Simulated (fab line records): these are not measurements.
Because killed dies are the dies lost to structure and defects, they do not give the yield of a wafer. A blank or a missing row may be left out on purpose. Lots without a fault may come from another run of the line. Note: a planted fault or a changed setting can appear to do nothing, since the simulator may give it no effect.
Matching of chambers    flow sky130    SKY_VIA3_CMP_02 on cmp-02: 4 sister chambers
The step polishes SiO2. 4 wafers are shown with their chamber, then 8 later ones without.

## EACH WAFER AND ITS CHAMBER
wafer   chamber  motorCurrentA (A)
L311.2  1        12.1
L314.5  2        12.3
L314.6  3        12.1
L315.2  0        10.2

## WAFERS WITHOUT THEIR CHAMBER
wafer   motorCurrentA (A)
L315.3  12.5
L315.4  11.4
L322.3  12.7
L322.4  10.3
L322.5  12.0
L326.1  11.6
L326.3  11.8
L326.5  12.3

## EACH ONE'S CHAMBER
wafer   from the rows above                in truth
L315.3  can't be placed: 2 or 1 or 3       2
L315.4  can't be placed: 1 or 3 or 2 or 0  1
L322.3  can't be placed: 2 or 1 or 3       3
L322.4  0                                  0
L322.5  can't be placed: 1 or 3 or 2       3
L326.1  can't be placed: 1 or 3 or 2       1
L326.3  can't be placed: 1 or 3 or 2       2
L326.5  can't be placed: 2 or 1 or 3       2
Correct placement for 1 of the 8. From these rows, 7 cannot be placed; in 7 the true chamber is one of the candidates. Wrongly placed: 0.
How it was worked out, from the rows above alone: a wafer's distance from a chamber is the root of the sum, over the readings, of the square of ((its reading less the chamber's mean) divided by the reading's scatter). The wafer belongs to the nearest chamber; if the next one is less than 2 further off, it can't be placed. A chamber's mean is the mean of its shown wafers. The scatter: root of mean squared gap, hidden wafer to nearest shown wafer, with one shown wafer a chamber.
